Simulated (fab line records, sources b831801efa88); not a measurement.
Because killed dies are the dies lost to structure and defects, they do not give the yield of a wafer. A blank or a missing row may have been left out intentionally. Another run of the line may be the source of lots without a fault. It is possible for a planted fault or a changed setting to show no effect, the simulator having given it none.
Which of the tools did it? ; flow gf180mcu ; Sampling: 14 lots, 42 wafers, 3 of 602 route steps

== WHAT THE GAUGES SHOWED, per wafer ==
GF_V1_THK_MEAS_03. Usual: V1_CVD_02_THK gives 851 nm (standard deviation 10).
lot;measured;on;V1_CVD_02_THK (nm);flag
L945;day 17 10:33;film_metro-01;860 863 870;
L946;day 18 02:54;film_metro-01;834 849 855;
L948;day 18 23:56;film_metro-02;835 833 850;
L956;day 22 10:31;film_metro-04;854 847 861;
L957;day 22 21:26;film_metro-02;846 852 862;
L958;day 23 05:56;film_metro-01;841 853 854;
L960;day 23 13:04;film_metro-02;855 870 861;
L961;day 23 15:07;film_metro-01;832 846 850;
L963;day 24 05:53;film_metro-01;848 859 856;
L962;day 24 11:40;film_metro-04;850 843 870;
L965;day 24 20:19;film_metro-01;855 864 859;
L966;day 25 04:29;film_metro-04;836 852 855;

== WHAT TOOL EACH LOT RAN ON (gives the tool, then ch and the chambers of the sampled wafers, and finally the start) ==
lot;GF_SAB_STRIP_13;GF_CONTACT_DEVELOP_13
L945;plasma_asher-03 ch 1, day 15 09:33;litho_track-02 ch 0, day 16 07:59
L946;plasma_asher-02 ch 0,1, day 16 01:05;litho_track-01 ch 0, day 17 00:37
L948;plasma_asher-03 ch 0,1, day 16 22:17;litho_track-01 ch 0, day 17 21:20
L952;plasma_asher-01 ch 1, day 18 20:10;litho_track-03, day 19 21:04
L953;plasma_asher-03 ch 0,1, day 19 08:40;litho_track-02, day 20 10:16
L956;plasma_asher-02 ch 0,1, day 20 06:04;litho_track-02 ch 0, day 21 07:53
L957;plasma_asher-03 ch 0,1, day 20 17:45;litho_track-02 ch 0, day 21 18:55
L958;plasma_asher-02 ch 0,1, day 21 03:56;litho_track-02 ch 0, day 22 04:44
L960;plasma_asher-03 ch 0,1, day 21 10:32;litho_track-02 ch 0, day 22 11:41
L961;plasma_asher-01 ch 1, day 21 12:35;litho_track-03 ch 0, day 22 13:31
L963;plasma_asher-01 ch 0,1, day 22 05:13;litho_track-01 ch 0, day 23 05:16
L962;plasma_asher-03 ch 0,1, day 22 09:35;litho_track-03 ch 0, day 23 10:11
L965;plasma_asher-03 ch 0,1, day 22 19:20;litho_track-03 ch 0, day 23 19:05
L966;plasma_asher-02 ch 0, day 23 04:08;litho_track-03 ch 0, day 24 03:48
- GF_SAB_STRIP_13: strips in O2/N2.
- GF_CONTACT_DEVELOP_13: develop time 60 s.

== WHAT THE TOOLS THEMSELVES READ (means of the sampled wafers that have a number; where no wafer has one, the mark that the record gives instead) ==
GF_SAB_STRIP_13. Usual: drypump_motor_current_A 5.45 A, standard deviation 0.21; heater_power_w 329 W, standard deviation 28; oes_product_au 0.710 a.u., standard deviation 0.0046; strip_time_to_endpoint_s 12.59 s, standard deviation 0.037.
lot;tool;drypump_motor_current_A (A);heater_power_w (W);oes_product_au (a.u.);strip_time_to_endpoint_s (s);flag
L945;plasma_asher-03;5.58;313;0.712;12.54;
L946;plasma_asher-02;5.37;337;0.708;12.55;
L948;plasma_asher-03;5.33;344;0.706;12.59;
L952;plasma_asher-01;5.83;287;0.707;12.59;
L953;plasma_asher-03;5.35;341;0.705;12.62;
L956;plasma_asher-02;5.37;314;0.711;12.60;
L957;plasma_asher-03;5.47;325;0.711;12.59;
L958;plasma_asher-02;5.44;329;0.714;12.61;
L960;plasma_asher-03;5.33;339;0.711;12.59;
L961;plasma_asher-01;5.84;285;0.710;12.56;
L963;plasma_asher-01;5.66;314;0.706;12.63;
L962;plasma_asher-03;5.31;343;0.710;12.61;
L965;plasma_asher-03;5.46;322;0.713;12.60;
L966;plasma_asher-02;5.46;332;0.711;12.59;

GF_CONTACT_DEVELOP_13. Usual: 22.99 C for chill_plate_temp_C, sd 0.11.
lot;tool;chill_plate_temp_C (C);flag
L945;litho_track-02;23.01;
L946;litho_track-01;22.93;
L948;litho_track-01;22.87;
L952;litho_track-03;-;OFF
L953;litho_track-02;-;OFF
L956;litho_track-02;22.99;
L957;litho_track-02;22.97;
L958;litho_track-02;22.99;
L960;litho_track-02;23.03;
L961;litho_track-03;23.05;
L963;litho_track-01;22.85;
L962;litho_track-03;22.95;
L965;litho_track-03;23.02;
L966;litho_track-03;23.09;

== THE ANSWER, worked out from the rows above alone ==
Rule: a lot is off if the mean of its wafers that have a number lies more than 3 standard deviations from the usual mean. Also off: a lot with no number at a reading for which 4 or more lots have one. Any other lot the step has rows for is counted as sound. First the gauges in route order, then the tools' own readings, where a lot's mean is used as printed above. At the first step where some lot is off, the reading lying furthest off is the one used; lots without a number count as furthest.
Off: L952, L953, at GF_CONTACT_DEVELOP_13 (chill_plate_temp_C). Without a number there: L952, L953.
A tool fits if, at that step or a process step before it, it ran every lot that is off, and no sound lot after the first of them. Not one of the candidates tried fits.

== WHAT THE SIMULATOR PUT IN ==
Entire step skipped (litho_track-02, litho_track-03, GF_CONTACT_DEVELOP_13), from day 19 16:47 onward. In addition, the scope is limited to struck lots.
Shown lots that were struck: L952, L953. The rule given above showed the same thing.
